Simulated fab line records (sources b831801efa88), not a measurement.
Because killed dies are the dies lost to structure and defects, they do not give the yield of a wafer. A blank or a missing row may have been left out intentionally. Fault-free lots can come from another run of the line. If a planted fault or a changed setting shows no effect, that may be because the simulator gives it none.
Which tool did it? :: flow sky130 :: 11 lots (33 wafers sampled), 1 step of a 708-step route

== WHAT EACH GAUGE READ, for each wafer ==
SKY_POLY_CUT_CD_MEAS_08: the cd target is 270 nm.
lot: L668
measured: day 23 19:17
on: cd-sem-02
cd-nm (nm): 267.6 268.4 270.3

lot: L674
measured: day 26 09:13
on: cd-sem-02
cd-nm (nm): 267.9 270.1 269.0

lot: L675
measured: day 26 15:56
on: cd-sem-01
cd-nm (nm): 268.8 269.8 269.9

lot: L676
measured: day 26 19:10
on: cd-sem-01
cd-nm (nm): 270.6 270.4 270.4

lot: L677
measured: day 27 17:23
on: cd-sem-02
cd-nm (nm): 271.1 271.0 271.5

lot: L678
measured: day 27 19:20
on: cd-sem-02
cd-nm (nm): 270.8 269.5 272.0

lot: L685
measured: day 31 13:43
on: cd-sem-02
cd-nm (nm): 272.0 273.2 272.4

lot: L687
measured: day 31 14:17
on: cd-sem-01
cd-nm (nm): 269.8 271.2 270.6

lot: L686
measured: day 31 14:35
on: cd-sem-01
cd-nm (nm): 269.6 269.7 270.1

lot: L688
measured: day 31 17:46
on: cd-sem-01
cd-nm (nm): 270.2 270.3 269.9

lot: L691
measured: day 31 19:58
on: cd-sem-02
cd-nm (nm): 267.6 268.0 267.4

== TOOL THAT RAN EACH LOT (tool first, then ch and the chambers of the sampled wafers, then the start) ==
No process step before these readings appears in the record.

== THE ANSWER, worked out from the rows above alone ==
Rule: what is usual is taken from the lots themselves. Put in order of their means at a reading, lots are off if they are a third of the lots or fewer, leave a main group of 4 or more, and stand apart from it by a gap of 3 or more times the standard deviation of the main group's means; of several such gaps the widest counts. A main group is skipped when, at the precision printed for the reading in the tables above, its means are all equal. A lot without any number at a reading at which 4 lots or more have one is off too. Any other lot the step has rows for is counted as sound.
No lot is off at any reading shown: from this, nothing can be told.

== WHAT THE SIMULATOR HAD INSERTED ==
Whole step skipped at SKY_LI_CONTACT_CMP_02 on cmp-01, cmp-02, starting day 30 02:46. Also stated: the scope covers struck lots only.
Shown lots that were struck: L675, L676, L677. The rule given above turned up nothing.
